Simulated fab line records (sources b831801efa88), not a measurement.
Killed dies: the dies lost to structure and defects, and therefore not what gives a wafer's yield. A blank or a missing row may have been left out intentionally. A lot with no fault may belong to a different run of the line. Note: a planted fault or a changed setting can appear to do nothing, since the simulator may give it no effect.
One fault seen from 2 desks | flow gf180mcu | what lay behind the numbers comes last; until then each desk has only its own

== THE METROLOGY DESK ==
What the gauges read, lot by lot, whatever tool the lot ran on: means of the sampled wafers that have a number. Marked OUT: a lot whose mean sits more than 4 standard deviations from the usual mean, which makes it out of limits; the brackets give that distance.
Columns: A = cd-nm at GF_M2_CD_MEAS_14, usual 280.0 nm
lot  | first seen here | A
L802 | day 20 01:08    | 279.6
L803 | day 20 08:18    | 279.7
L804 | day 20 19:28    | 280.9
L806 | day 21 00:41    | 281.1
L808 | day 21 12:17    | 278.5
L807 | day 21 17:34    | 279.9
L810 | day 22 07:11    | 279.5
L809 | day 22 15:56    | 279.9
L815 | day 24 00:16    | 227.3 (-48) OUT
L816 | day 24 01:44    | 238.1 (-38) OUT
L822 | day 26 03:39    | 279.5
L823 | day 26 06:21    | 280.9
L824 | day 26 14:03    | 278.5
L825 | day 26 19:24    | 280.4
Finding of this desk: L815, L816 out of limits; the first was L815 at day 24 00:16, on cd-nm at GF_M2_CD_MEAS_14. L802, L803, L804, L806, L808, L807, L810, L809, L822, L823, L824, L825: within limits.

== AT THE TOOL OWNER'S DESK: krf-scanner-01 ==
The tool's own readings at GF_M2_EXPOSE_11 (exposes mask Metal2, target cd 280 nm): means of the sampled wafers that have a number, for each lot that ran on this tool. Marked OUT: a lot whose mean sits more than 4 standard deviations from the usual mean, which makes it out of limits; the brackets give that distance.
Columns: A = exposure-dose-mJ-cm2 at GF_M2_EXPOSE_11, usual 28.04
lot  | first seen here | A
L802 | day 19 13:13    | 28.06
L803 | day 19 20:28    | 28.06
L806 | day 20 12:44    | 28.07
L807 | day 21 06:02    | 28.08
L810 | day 21 20:02    | 28.02
L809 | day 22 05:02    | 28.04
L815 | day 23 13:50    | 25.20 (-86) OUT
L816 | day 23 15:17    | 25.21 (-86) OUT
L823 | day 25 20:02    | 28.05
L824 | day 26 03:54    | 28.05
L825 | day 26 09:11    | 28.05
Finding of this desk: L815, L816 out of limits; the first was L815 at day 23 13:50, on exposure-dose-mJ-cm2 at GF_M2_EXPOSE_11. L802, L803, L806, L807, L810, L809, L823, L824, L825: within limits.

== PUT TOGETHER ==
At day 23 13:50, on L815, L816, the tool owner's desk was in a position to raise an alarm.
Metrology desk: alarm possible at day 24 00:16 on L815, L816.
All the named lots went through GF_M2_EXPOSE_11 on krf-scanner-01.

== WHAT THE SIMULATOR HAD INSERTED ==
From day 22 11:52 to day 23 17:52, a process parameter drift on krf-scanner-01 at GF_M2_EXPOSE_11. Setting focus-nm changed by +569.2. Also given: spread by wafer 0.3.
Shown lots that were struck: L815, L816.
Hours from the fault's start to each desk's first reading out of limits: the tool owner's desk, 26; the metrology desk, 36.
